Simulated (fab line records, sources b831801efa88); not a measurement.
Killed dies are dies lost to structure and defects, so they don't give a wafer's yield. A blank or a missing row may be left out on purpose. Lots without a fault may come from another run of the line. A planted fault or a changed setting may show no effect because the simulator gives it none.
Problem report in the 8D (eight disciplines) form, filled by code | flow sky130 | the parts of the form that need people (team, actions taken, sign-off) are left out

1. THE PROBLEM
run_length_s at SKY_VIA3_HDPCVD_00 reads a mean of 307.6 s on 6 wafers of 2 lots; wafers without a fault read 300.3 s with a standard deviation of 0.56. That is +13 standard deviations from the usual mean.
The step: deposits SiO2, target thk 1635 nm, time 272.5 s.
First seen on wafer L300.1, day 43 02:26, on hdpcvd-01. The record holds 18 wafers of 6 lots with a number at this step. Rule for "out", or "out of limits": more than 4 standard deviations from the usual mean. The other wafers with a number count as sound.

2. WHAT IT IS AND WHAT IT IS NOT
question                    | is                     | is not
which readings at this step | run_length_s           | -
which lots                  | L300, L301             | L290, L292, L306, L307
which wafers of those lots  | all that have a number | -
read on which tools         | hdpcvd-01              | hdpcvd-02
when                        | from day 43 02:26      | up to then (6 sound wafers); but 6 sound wafers of L306, L307 came after

3. SUSPECTS, AND WHAT RULES EACH OUT
Counting: a tool at a process step up to the reading stays a suspect if it ran every lot that is out and no sound lot after the first of them.
- hdpcvd-01 at SKY_VIA3_HDPCVD_00 (deposits SiO2, target thk 1635 nm, time 272.5 s): kept. It ran every lot that is out, first L300 (day 43 02:26), and no sound lot after that; its last sound lot up to then is L290 (day 40 07:05). Its own readings are out on those wafers: run_length_s.
Left after counting: hdpcvd-01 at SKY_VIA3_HDPCVD_00.

4. THE CAUSE (what the simulator had put in)
Process parameter drift: hdpcvd-01, from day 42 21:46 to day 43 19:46, at SKY_VIA3_HDPCVD_00. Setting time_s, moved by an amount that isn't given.
Counting left only this tool.

5. THE CHAIN OF EFFECTS, in route order
Each row: a reading whose mean over the struck wafers that have a number lies more than 3 standard deviations from the usual. Only readings for which the record gives a usual standard deviation are gone through. hours: the time from each lot's start at the first step in this table that gives one to its start at this step, as a median over the lots. sigmas: the change in usual standard deviations.
hours | step               | reading      | usual   | on struck wafers | change | sigmas
0     | SKY_VIA3_HDPCVD_00 | run_length_s | 300.3 s | 307.6            | +7.3   | +13
The process steps in it:
- SKY_VIA3_HDPCVD_00: deposits SiO2, target thk 1635 nm, time 272.5 s.
Later measuring or inspecting steps at which every struck wafer that the step has a row for has a number for every such reading, and none has moved that far: SKY_VIA3_THK_MEAS_01.

6. WHAT WOULD HAVE CAUGHT IT SOONER
In this record the first reading out of limits was taken at day 43 02:26, 5 hours after the fault began at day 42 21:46.
